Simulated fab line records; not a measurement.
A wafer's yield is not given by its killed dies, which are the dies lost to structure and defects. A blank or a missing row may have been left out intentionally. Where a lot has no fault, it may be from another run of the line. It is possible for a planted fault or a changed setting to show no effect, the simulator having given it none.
What tool caused it?	flow sky130	11 lots with 33 wafers sampled at 4 steps, on a route of 708 steps

## WHAT EACH GAUGE READ, for each wafer
SKY_METAL3_OVL_MEAS_14. Usual: for METAL3_OVL the level is 2 nm and the standard deviation is 6.4.
lot	measured	on	METAL3_OVL (nm)	flag
L600	day 38 15:37	overlay-02	7 1 -2	
L604	day 40 04:09	overlay-01	11 9 10	
L605	day 40 14:52	overlay-01	-7 -10 -9	
L606	day 40 20:26	overlay-01	-4 -11 -7	
L614	day 42 22:12	overlay-01	-2 8 8	
L615	day 42 23:39	overlay-02	0 -3 -2	
L616	day 43 13:37	overlay-02	5 8 2	
L618	day 44 02:23	overlay-01	5 -2 9	
L619	day 44 09:21	overlay-01	1 7 11	
L621	day 44 18:55	overlay-01	2 1 4	
L622	day 44 23:30	overlay-01	9 4 -1	

## WHICH TOOL RAN EACH LOT (tool, then ch and the chambers of the sampled wafers, then the start)
lot	SKY_METAL2_SPUTTER_04	SKY_METAL2_METAL_ETCH_19	SKY_METAL2_STRIP_20
L600	pvd_sputter-02, day 34 03:53	rie_metal-02 ch 0,1, day 35 06:56	plasma_asher-03 ch 0,1, day 35 07:01
L604	pvd_sputter-02, day 35 20:02	rie_metal-01 ch 0,1, day 36 22:05	plasma_asher-04 ch 0,1, day 36 22:10
L605	pvd_sputter-02, day 36 05:50	rie_metal-01 ch 1, day 37 09:02	plasma_asher-02 ch 0,1, day 37 09:11
L606	pvd_sputter-02, day 36 12:20	rie_metal-04 ch 0,1, day 37 14:16	plasma_asher-04 ch 0,1, day 37 14:22
L614	pvd_sputter-01, day 38 17:47	rie_metal-01 ch 0,1, day 39 18:36	plasma_asher-04 ch 0,1, day 39 18:43
L615	pvd_sputter-03, day 38 20:41	rie_metal-01 ch 0,1, day 39 21:13	plasma_asher-04 ch 0,1, day 39 21:19
L616	pvd_sputter-03, day 39 11:32	rie_metal-04 ch 1, day 40 12:26	plasma_asher-03 ch 0,1, day 40 12:35
L618	pvd_sputter-02, day 40 00:20	rie_metal-02 ch 0,1, day 41 01:25	plasma_asher-04 ch 0,1, day 41 01:31
L619	pvd_sputter-02, day 40 07:49	rie_metal-04 ch 0,1, day 41 08:58	plasma_asher-04 ch 0,1, day 41 09:04
L621	pvd_sputter-02, day 40 17:50	rie_metal-04 ch 0,1, day 41 18:22	plasma_asher-04 ch 0,1, day 41 18:28
L622	pvd_sputter-01, day 40 23:29	rie_metal-04 ch 0,1, day 41 23:44	plasma_asher-04 ch 0,1, day 41 23:49
- SKY_METAL2_SPUTTER_04: material TiN, target thk 70 nm, time 56.63 s.
- SKY_METAL2_METAL_ETCH_19: etches the open film in Cl2/BCl3, stops on SiO2, target depth 360 nm, time 78 s.
- SKY_METAL2_STRIP_20: strips in O2/N2.

## AS READ BY THE TOOLS THEMSELVES (means over the sampled wafers that have a number; for cases with no such wafer, the mark the record gives instead)
SKY_METAL2_SPUTTER_04. Usual: throttle_valve_pct reads 30.0 % (standard deviation 1.2).
lot	tool	throttle_valve_pct (%)	flag
L600	pvd_sputter-02	29.6	
L604	pvd_sputter-02	28.9	
L605	pvd_sputter-02	30.4	
L606	pvd_sputter-02	29.5	
L614	pvd_sputter-01	30.6	
L615	pvd_sputter-03	29.4	
L616	pvd_sputter-03	29.1	
L618	pvd_sputter-02	30.4	
L619	pvd_sputter-02	29.8	
L621	pvd_sputter-02	30.4	
L622	pvd_sputter-01	30.5	

SKY_METAL2_METAL_ETCH_19. Usual: bias_w 48.53 W, standard deviation 0.13; drypump_motor_current_A 5.61 A, standard deviation 0.3; mfc_cl2_sccm 59.97 sccm, standard deviation 0.2; oes_product_au 0.853 a.u., standard deviation 0.0056; throttle_valve_pct 22.264 %, standard deviation 0.0095.
lot	tool	bias_w (W)	drypump_motor_current_A (A)	mfc_cl2_sccm (sccm)	oes_product_au (a.u.)	throttle_valve_pct (%)	flag
L600	rie_metal-02	48.54	5.30	59.82	0.849	22.272	
L604	rie_metal-01	48.59	5.88	59.97	0.854	22.264	
L605	rie_metal-01	48.58	5.71	60.13	0.857	22.274	
L606	rie_metal-04	48.61	5.65	59.86	0.859	22.268	
L614	rie_metal-01	53.73	6.10	60.23	0.850	22.258	OFF
L615	rie_metal-01	53.62	6.07	59.82	0.856	22.264	OFF
L616	rie_metal-04	48.50	5.49	59.85	0.852	22.261	
L618	rie_metal-02	48.47	5.53	59.89	0.851	22.266	
L619	rie_metal-04	48.54	5.57	60.15	0.859	22.256	
L621	rie_metal-04	48.44	5.56	60.00	0.852	22.265	
L622	rie_metal-04	48.54	5.57	59.65	0.852	22.265	

SKY_METAL2_STRIP_20. Usual: drypump_motor_current_A 5.8 A, standard deviation 0.35; oes_product_au 0.344 a.u., standard deviation 0.0047; strip_time_to_endpoint_s 2.72 s, standard deviation 0.048.
lot	tool	drypump_motor_current_A (A)	oes_product_au (a.u.)	strip_time_to_endpoint_s (s)	flag
L600	plasma_asher-03	5.7	0.347	2.75	
L604	plasma_asher-04	5.6	0.340	2.68	
L605	plasma_asher-02	6.2	0.343	2.64	
L606	plasma_asher-04	5.7	0.347	2.77	
L614	plasma_asher-04	5.5	0.336	2.56	OFF
L615	plasma_asher-04	5.5	0.337	2.60	
L616	plasma_asher-03	5.7	0.343	2.73	
L618	plasma_asher-04	5.7	0.348	2.73	
L619	plasma_asher-04	5.7	0.347	2.69	
L621	plasma_asher-04	5.7	0.344	2.71	
L622	plasma_asher-04	5.7	0.346	2.74	

## THE ANSWER, worked out from the rows above alone
Rule: a lot is off if the mean of its wafers that have a number lies more than 3 standard deviations from the usual mean. Also off: a lot with no number at a reading for which 4 or more lots have one. All remaining lots with rows at the step are treated as sound. The gauges are gone through in route order, then the tools' own readings, and for those a lot's mean is taken as printed above. At the first step where some lot is off, the reading lying furthest off is the one used; lots without a number count as furthest.
Off at SKY_METAL2_METAL_ETCH_19 (bias_w): L614, L615.
If a tool, at that step or one of the process steps before it, ran each lot that is off and ran no sound lot following the first of them, it fits. One fits: SKY_METAL2_METAL_ETCH_19 on rie_metal-01. A fault onset in the window from L605 (day 37 09:02, its last sound lot) to L614 (day 39 18:36, its first lot off) fits.
On the lots that are off, the tool's own readings at SKY_METAL2_METAL_ETCH_19 differ by more than 5 times the standard deviation of the sound lots' means, which bears it out; bias_w reads 53.67 W there versus 48.53 W on the sound lots.

## WHAT HAD BEEN PUT IN BY THE SIMULATOR
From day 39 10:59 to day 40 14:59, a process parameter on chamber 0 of rie_metal-01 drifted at SKY_METAL2_METAL_ETCH_19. Setting bias_w shifted by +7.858 from 48.5. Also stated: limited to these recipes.
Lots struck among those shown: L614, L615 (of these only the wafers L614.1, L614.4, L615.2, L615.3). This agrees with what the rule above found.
